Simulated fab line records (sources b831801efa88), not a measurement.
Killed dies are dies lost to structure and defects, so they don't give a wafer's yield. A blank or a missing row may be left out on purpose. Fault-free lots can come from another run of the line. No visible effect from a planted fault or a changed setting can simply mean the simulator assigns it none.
Chamber matching || flow gf180mcu || 3 sister chambers for GF_V5_CVD_00 on hdpcvd-01
The step deposits SiO2, target thk 300 nm, time 50 s. 3 wafers are shown with their chamber, then 7 later ones without.

EACH WAFER AND ITS CHAMBER
{"wafer": "L262.6", "chamber": 0, "sih4FlowSccm (sccm)": 60.24}
{"wafer": "L273.1", "chamber": 2, "sih4FlowSccm (sccm)": 59.98}
{"wafer": "L273.2", "chamber": 1, "sih4FlowSccm (sccm)": 60.27}

WAFERS WITHOUT THEIR CHAMBER
{"wafer": "L273.4", "sih4FlowSccm (sccm)": 60.15}
{"wafer": "L274.2", "sih4FlowSccm (sccm)": 59.98}
{"wafer": "L274.5", "sih4FlowSccm (sccm)": 60.07}
{"wafer": "L274.6", "sih4FlowSccm (sccm)": 60.29}
{"wafer": "L272.1", "sih4FlowSccm (sccm)": 59.96}
{"wafer": "L272.2", "sih4FlowSccm (sccm)": 59.73}
{"wafer": "L272.5", "sih4FlowSccm (sccm)": 59.75}

EACH ONE'S CHAMBER
{"wafer": "L273.4", "from the rows above": "can't be placed: 0 or 1 or 2", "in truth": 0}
{"wafer": "L274.2", "from the rows above": "can't be placed: 2 or 0", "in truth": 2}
{"wafer": "L274.5", "from the rows above": "can't be placed: 2 or 0 or 1", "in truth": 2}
{"wafer": "L274.6", "from the rows above": "can't be placed: 1 or 0", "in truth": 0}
{"wafer": "L272.1", "from the rows above": "can't be placed: 2 or 0", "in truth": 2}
{"wafer": "L272.2", "from the rows above": "can't be placed: 2 or 0", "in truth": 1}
{"wafer": "L272.5", "from the rows above": "can't be placed: 2 or 0", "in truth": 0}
0 of 7 placed correctly. Can't be placed from these rows: 7 (the true chamber is among the candidates in 6). Number placed wrongly: 0.
How it was worked out, from the rows above alone: a wafer's distance from a chamber is the root of the sum, over the readings, of the square of ((its reading less the chamber's mean) divided by the reading's scatter). The wafer belongs to the nearest chamber; if the next one is less than 2 further off, it can't be placed. Each chamber's mean is taken over the wafers shown for it. The scatter: root of mean squared gap, hidden wafer to nearest shown wafer, with one shown wafer a chamber.
